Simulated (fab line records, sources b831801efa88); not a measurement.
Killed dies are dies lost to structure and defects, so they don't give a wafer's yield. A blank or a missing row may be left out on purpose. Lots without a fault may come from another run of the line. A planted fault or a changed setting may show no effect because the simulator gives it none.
Which tool did it? | flow sky130 | 24 lots, 72 wafers sampled, at 6 steps of a route of 708

WHAT THE GAUGES READ, wafer by wafer
The record holds no reading of a measuring or inspecting step that can be judged against a usual standard deviation.

WHICH TOOL RAN EACH LOT (tool, then ch and the chambers of the sampled wafers, then the start)
lot  | SKY_LI_CONTACT_SPUTTER_19    | SKY_METAL1_METAL_ETCH_19          | SKY_VIA1_SPUTTER_20          | SKY_METAL3_SPUTTER_03        | SKY_VIA3_ETCH_15                   | SKY_METAL4_DESCUM_15
L074 | pvd_sputter-03, day 29 01:46 | rie_metal-04 ch 0,1, day 32 17:15 | pvd_sputter-01, day 33 22:16 | pvd_sputter-04, day 36 08:15 | rie_diel-02 ch 1,2,3, day 39 15:47 | rie_metal-03 ch 0,1, day 41 18:42
L075 | pvd_sputter-03, day 29 05:46 | rie_metal-01 ch 0, day 32 20:38   | pvd_sputter-01, day 34 01:42 | pvd_sputter-01, day 36 10:53 | rie_diel-02 ch 2,3, day 39 16:35   | rie_metal-01 ch 0,1, day 41 19:46
L076 | pvd_sputter-03, day 29 12:26 | rie_metal-02 ch 1, day 33 02:14   | pvd_sputter-02, day 34 07:18 | pvd_sputter-01, day 36 16:11 | rie_diel-02 ch 2,3, day 39 21:28   | rie_metal-04 ch 0, day 41 23:12
L077 | pvd_sputter-03, day 30 05:37 | rie_metal-02 ch 0,1, day 33 19:09 | pvd_sputter-02, day 35 00:50 | pvd_sputter-02, day 37 09:44 | rie_diel-02 ch 0,1,3, day 40 15:38 | rie_metal-01 ch 0,1, day 42 18:19
L078 | pvd_sputter-01, day 30 05:56 | rie_metal-04 ch 0,1, day 33 20:06 | pvd_sputter-01, day 35 01:12 | pvd_sputter-04, day 37 10:22 | rie_diel-03 ch 1,2,3, day 40 16:02 | rie_metal-03 ch 0,1, day 42 18:43
L079 | pvd_sputter-03, day 30 22:55 | rie_metal-04 ch 0,1, day 34 13:07 | pvd_sputter-03, day 35 18:12 | pvd_sputter-04, day 38 01:34 | rie_diel-02 ch 0,1,2, day 41 05:35 | rie_metal-01 ch 0, day 43 06:19
L080 | pvd_sputter-02, day 31 12:23 | rie_metal-04 ch 1, day 35 02:34   | pvd_sputter-03, day 36 07:05 | pvd_sputter-04, day 38 14:10 | rie_diel-03 ch 0,1, day 41 18:50   | rie_metal-04 ch 0, day 43 19:54
L081 | pvd_sputter-01, day 31 16:40 | rie_metal-01 ch 0,1, day 35 05:57 | pvd_sputter-01, day 36 09:59 | pvd_sputter-04, day 38 16:28 | rie_diel-03 ch 1,2,3, day 41 20:16 | rie_metal-03 ch 0, day 43 21:27
L082 | pvd_sputter-03, day 32 01:17 | rie_metal-01 ch 0,1, day 35 14:36 | pvd_sputter-03, day 36 18:34 | pvd_sputter-04, day 39 00:52 | rie_diel-04 ch 0,3, day 42 02:57   | rie_metal-01 ch 0,1, day 44 03:46
L084 | pvd_sputter-02, day 32 12:56 | rie_metal-02 ch 0, day 36 01:33   | pvd_sputter-03, day 37 05:35 | pvd_sputter-02, day 39 12:40 | rie_diel-03 ch 0,1,3, day 42 16:05 | rie_metal-01 ch 0, day 44 15:54
L083 | pvd_sputter-01, day 32 12:56 | rie_metal-02 ch 0,1, day 36 02:44 | pvd_sputter-02, day 37 06:29 | pvd_sputter-04, day 39 12:10 | rie_diel-02 ch 0,1,3, day 42 15:26 | rie_metal-01 ch 0,1, day 44 15:04
L085 | pvd_sputter-03, day 32 22:20 | rie_metal-02 ch 1, day 36 10:54   | pvd_sputter-03, day 37 15:20 | pvd_sputter-02, day 39 21:49 | rie_diel-03 ch 0,1,2, day 42 23:59 | rie_metal-01 ch 0,1, day 44 23:01
L086 | pvd_sputter-02, day 33 04:13 | rie_metal-04 ch 0, day 36 14:54   | pvd_sputter-01, day 37 18:17 | pvd_sputter-01, day 39 23:47 | rie_diel-02 ch 0,1, day 43 00:43   | rie_metal-01 ch 0,1, day 44 23:40
L087 | pvd_sputter-02, day 33 18:41 | rie_metal-04 ch 1, day 37 06:31   | pvd_sputter-01, day 38 10:05 | pvd_sputter-02, day 40 15:19 | rie_diel-02 ch 0,2, day 43 20:06   | rie_metal-04 ch 0, day 45 18:28
L088 | pvd_sputter-02, day 33 21:52 | rie_metal-02 ch 0,1, day 37 10:14 | pvd_sputter-02, day 38 13:59 | pvd_sputter-02, day 40 18:38 | rie_diel-04 ch 0,2,3, day 43 20:27 | rie_metal-04 ch 0,1, day 45 19:11
L089 | pvd_sputter-03, day 34 16:14 | rie_metal-01 ch 0, day 38 02:20   | pvd_sputter-01, day 39 04:58 | pvd_sputter-02, day 41 09:49 | rie_diel-02 ch 2,3, day 44 08:07   | rie_metal-03 ch 0, day 46 05:52
L090 | pvd_sputter-02, day 34 18:29 | rie_metal-02 ch 0,1, day 38 06:53 | pvd_sputter-02, day 39 10:11 | pvd_sputter-01, day 41 15:38 | rie_diel-04 ch 2,3, day 44 14:48   | rie_metal-04 ch 0,1, day 46 10:01
L091 | pvd_sputter-01, day 35 00:20 | rie_metal-01 ch 0, day 38 10:52   | pvd_sputter-01, day 39 14:12 | pvd_sputter-01, day 41 19:12 | rie_diel-04 ch 0,2,3, day 44 18:45 | rie_metal-03 ch 0,1, day 46 15:16
L092 | pvd_sputter-02, day 35 05:10 | rie_metal-04 ch 0,1, day 38 14:28 | pvd_sputter-03, day 39 17:24 | pvd_sputter-04, day 41 22:01 | rie_diel-02 ch 1,2,3, day 44 21:29 | rie_metal-04 ch 0, day 46 16:45
L093 | pvd_sputter-02, day 35 15:35 | rie_metal-01 ch 0, day 39 00:56   | pvd_sputter-03, day 40 03:12 | pvd_sputter-01, day 42 06:16 | rie_diel-02 ch 0,2,3, day 45 04:20 | rie_metal-01 ch 0,1, day 46 23:58
L095 | pvd_sputter-03, day 35 20:22 | rie_metal-04 ch 0,1, day 39 03:58 | pvd_sputter-03, day 40 06:14 | pvd_sputter-01, day 42 09:38 | rie_diel-03 ch 0,1, day 45 06:31   | rie_metal-04 ch 0,1, day 47 01:03
L094 | pvd_sputter-02, day 36 01:26 | rie_metal-01 ch 1, day 39 09:40   | pvd_sputter-03, day 40 12:21 | pvd_sputter-04, day 42 15:53 | rie_diel-03 ch 0,1,2, day 45 12:33 | rie_metal-03 ch 0,1, day 47 06:37
L096 | pvd_sputter-02, day 36 04:17 | rie_metal-04 ch 0,1, day 39 13:15 | pvd_sputter-03, day 40 16:00 | pvd_sputter-04, day 42 20:08 | rie_diel-04 ch 0,1,2, day 45 16:13 | rie_metal-03 ch 0,1, day 47 11:01
L097 | pvd_sputter-03, day 37 00:46 | rie_metal-01 ch 1, day 40 08:27   | pvd_sputter-02, day 41 10:53 | pvd_sputter-04, day 43 13:20 | rie_diel-03 ch 1,2,3, day 46 08:09 | rie_metal-04 ch 0,1, day 48 02:37
- SKY_LI_CONTACT_SPUTTER_19: material Ti, target thk 20 nm, time 106.37 s.
- SKY_METAL1_METAL_ETCH_19: etches the open film in Cl2/BCl3, stops on SiO2, target depth 360 nm, time 78 s.
- SKY_VIA1_SPUTTER_20: material TiN, target thk 20 nm, time 80 s.
- SKY_METAL3_SPUTTER_03: material Ti, target thk 5 nm, time 3.3 s.
- SKY_VIA3_ETCH_15: etches SiO2 in C4F8/O2/Ar, stops on TiN, target depth 507 nm, time 78 s.
- SKY_METAL4_DESCUM_15: chemistry O2, time 8 s.

WHAT THE TOOLS THEMSELVES READ (means of the sampled wafers that have a number; where no wafer has one, the mark that the record gives instead)
SKY_LI_CONTACT_SPUTTER_19.
lot  | tool           | substrate_temp_c (C) | throttle_valve_pct (%)
L074 | pvd_sputter-03 | 199.96               | 30.0
L075 | pvd_sputter-03 | 200.05               | 30.0
L076 | pvd_sputter-03 | 200.01               | 30.4
L077 | pvd_sputter-03 | 200.09               | 30.2
L078 | pvd_sputter-01 | 199.92               | 30.4
L079 | pvd_sputter-03 | 199.96               | 30.5
L080 | pvd_sputter-02 | 200.02               | 28.9
L081 | pvd_sputter-01 | 199.92               | 30.1
L082 | pvd_sputter-03 | 199.98               | 30.2
L084 | pvd_sputter-02 | 199.97               | 29.7
L083 | pvd_sputter-01 | 200.09               | 30.4
L085 | pvd_sputter-03 | 200.02               | 30.5
L086 | pvd_sputter-02 | 199.97               | 28.9
L087 | pvd_sputter-02 | 199.93               | 29.0
L088 | pvd_sputter-02 | 199.90               | 29.5
L089 | pvd_sputter-03 | 200.01               | 30.2
L090 | pvd_sputter-02 | 200.05               | 28.7
L091 | pvd_sputter-01 | 200.18               | 30.5
L092 | pvd_sputter-02 | 200.07               | 28.9
L093 | pvd_sputter-02 | 199.87               | 29.6
L095 | pvd_sputter-03 | 199.97               | 30.6
L094 | pvd_sputter-02 | 200.13               | 28.8
L096 | pvd_sputter-02 | 199.91               | 29.5
L097 | pvd_sputter-03 | 199.98               | 30.1

SKY_METAL1_METAL_ETCH_19.
lot  | tool         | drypump_motor_current_A (A) | oes_product_au (a.u.) | throttle_valve_pct (%)
L074 | rie_metal-04 | 5.8                         | 0.852                 | 22.267
L075 | rie_metal-01 | 4.9                         | 0.856                 | 22.262
L076 | rie_metal-02 | 5.8                         | 0.853                 | 22.257
L077 | rie_metal-02 | 5.6                         | 0.855                 | 22.270
L078 | rie_metal-04 | 5.8                         | 0.853                 | 22.265
L079 | rie_metal-04 | 5.8                         | 0.849                 | 22.252
L080 | rie_metal-04 | 5.8                         | 0.860                 | 22.265
L081 | rie_metal-01 | 5.3                         | 0.858                 | 22.264
L082 | rie_metal-01 | 5.6                         | 0.852                 | 22.267
L084 | rie_metal-02 | 5.5                         | 0.854                 | 22.261
L083 | rie_metal-02 | 5.6                         | 0.861                 | 22.256
L085 | rie_metal-02 | 5.8                         | 0.859                 | 22.263
L086 | rie_metal-04 | 5.9                         | 0.850                 | 22.260
L087 | rie_metal-04 | 5.8                         | 0.857                 | 22.268
L088 | rie_metal-02 | 5.6                         | 0.854                 | 22.268
L089 | rie_metal-01 | 4.8                         | 0.849                 | 22.264
L090 | rie_metal-02 | 5.6                         | 0.859                 | 22.273
L091 | rie_metal-01 | 4.9                         | 0.856                 | 22.269
L092 | rie_metal-04 | 5.9                         | 0.855                 | 22.260
L093 | rie_metal-01 | 4.9                         | 0.849                 | 22.270
L095 | rie_metal-04 | 5.8                         | 0.857                 | 22.261
L094 | rie_metal-01 | 6.0                         | 0.851                 | 22.264
L096 | rie_metal-04 | 5.8                         | 0.855                 | 22.262
L097 | rie_metal-01 | 6.0                         | 0.855                 | 22.267

SKY_VIA1_SPUTTER_20.
lot  | tool           | throttle_valve_pct (%)
L074 | pvd_sputter-01 | 30.0
L075 | pvd_sputter-01 | 30.4
L076 | pvd_sputter-02 | 29.5
L077 | pvd_sputter-02 | 30.2
L078 | pvd_sputter-01 | 30.5
L079 | pvd_sputter-03 | 30.3
L080 | pvd_sputter-03 | 30.1
L081 | pvd_sputter-01 | 29.9
L082 | pvd_sputter-03 | 30.3
L084 | pvd_sputter-03 | 30.1
L083 | pvd_sputter-02 | 28.8
L085 | pvd_sputter-03 | 30.3
L086 | pvd_sputter-01 | 31.0
L087 | pvd_sputter-01 | 31.2
L088 | pvd_sputter-02 | 29.0
L089 | pvd_sputter-01 | 30.1
L090 | pvd_sputter-02 | 29.6
L091 | pvd_sputter-01 | 30.2
L092 | pvd_sputter-03 | 30.1
L093 | pvd_sputter-03 | 30.2
L095 | pvd_sputter-03 | 29.8
L094 | pvd_sputter-03 | 30.3
L096 | pvd_sputter-03 | 30.3
L097 | pvd_sputter-02 | 28.8

SKY_METAL3_SPUTTER_03.
lot  | tool           | throttle_valve_pct (%)
L074 | pvd_sputter-04 | 30.6
L075 | pvd_sputter-01 | 30.1
L076 | pvd_sputter-01 | 30.2
L077 | pvd_sputter-02 | 28.9
L078 | pvd_sputter-04 | 30.5
L079 | pvd_sputter-04 | 31.3
L080 | pvd_sputter-04 | 30.8
L081 | pvd_sputter-04 | 30.4
L082 | pvd_sputter-04 | 30.4
L084 | pvd_sputter-02 | 29.5
L083 | pvd_sputter-04 | 30.8
L085 | pvd_sputter-02 | 28.9
L086 | pvd_sputter-01 | 30.5
L087 | pvd_sputter-02 | 29.5
L088 | pvd_sputter-02 | 29.5
L089 | pvd_sputter-02 | 29.6
L090 | pvd_sputter-01 | 29.8
L091 | pvd_sputter-01 | 30.0
L092 | pvd_sputter-04 | 30.5
L093 | pvd_sputter-01 | 30.5
L095 | pvd_sputter-01 | 31.1
L094 | pvd_sputter-04 | 30.9
L096 | pvd_sputter-04 | 30.8
L097 | pvd_sputter-04 | 30.4

SKY_VIA3_ETCH_15.
lot  | tool        | oes_product_au (a.u.)
L074 | rie_diel-02 | 0.942
L075 | rie_diel-02 | 0.948
L076 | rie_diel-02 | 0.949
L077 | rie_diel-02 | 0.946
L078 | rie_diel-03 | 0.945
L079 | rie_diel-02 | 0.942
L080 | rie_diel-03 | 0.947
L081 | rie_diel-03 | 0.943
L082 | rie_diel-04 | 0.941
L084 | rie_diel-03 | 0.945
L083 | rie_diel-02 | 0.948
L085 | rie_diel-03 | 0.952
L086 | rie_diel-02 | 0.946
L087 | rie_diel-02 | 0.947
L088 | rie_diel-04 | 0.936
L089 | rie_diel-02 | 0.947
L090 | rie_diel-04 | 0.944
L091 | rie_diel-04 | 0.946
L092 | rie_diel-02 | 0.946
L093 | rie_diel-02 | 0.946
L095 | rie_diel-03 | 0.942
L094 | rie_diel-03 | 0.945
L096 | rie_diel-04 | 0.943
L097 | rie_diel-03 | 0.943

SKY_METAL4_DESCUM_15.
lot  | tool         | drypump_motor_current_A (A) | oes_product_au (a.u.)
L074 | rie_metal-03 | 5.6                         | 0.983
L075 | rie_metal-01 | 5.6                         | 1.012
L076 | rie_metal-04 | 5.9                         | 0.981
L077 | rie_metal-01 | 5.3                         | 1.001
L078 | rie_metal-03 | 5.6                         | 1.000
L079 | rie_metal-01 | 4.8                         | 1.010
L080 | rie_metal-04 | 5.9                         | 0.994
L081 | rie_metal-03 | 5.9                         | 1.002
L082 | rie_metal-01 | 5.6                         | 1.004
L084 | rie_metal-01 | 4.9                         | 1.008
L083 | rie_metal-01 | 5.3                         | 1.010
L085 | rie_metal-01 | 5.6                         | 1.008
L086 | rie_metal-01 | 5.6                         | 1.015
L087 | rie_metal-04 | 5.9                         | 1.000
L088 | rie_metal-04 | 5.8                         | 0.995
L089 | rie_metal-03 | 5.9                         | 0.992
L090 | rie_metal-04 | 5.9                         | 0.991
L091 | rie_metal-03 | 5.7                         | 0.986
L092 | rie_metal-04 | 5.9                         | 0.997
L093 | rie_metal-01 | 5.6                         | 1.010
L095 | rie_metal-04 | 5.9                         | 0.996
L094 | rie_metal-03 | 5.7                         | 0.988
L096 | rie_metal-03 | 5.6                         | 0.988
L097 | rie_metal-04 | 5.8                         | 0.991

THE ANSWER, worked out from the rows above alone
Rule: what is usual is taken from the lots themselves. Put in order of their means at a reading, lots are off if they are a third of the lots or fewer, leave a main group of 4 or more, and stand apart from it by a gap of 3 or more times the standard deviation of the main group's means; of several such gaps the widest counts. A main group whose means are all the same, to the digits that the tables above print for the reading, isn't used. A lot without any number at a reading at which 4 lots or more have one is off too. The other lots that the step has rows for count as sound. The gauges are gone through in route order, then the tools' own readings, and for those a lot's mean is taken as printed above. The first step at which some lot is off is used, and at that step the reading that is off furthest; a lot without a number counts as furthest.
No lot is off at any reading shown: from this, nothing can be told.

WHAT THE SIMULATOR HAD PUT IN
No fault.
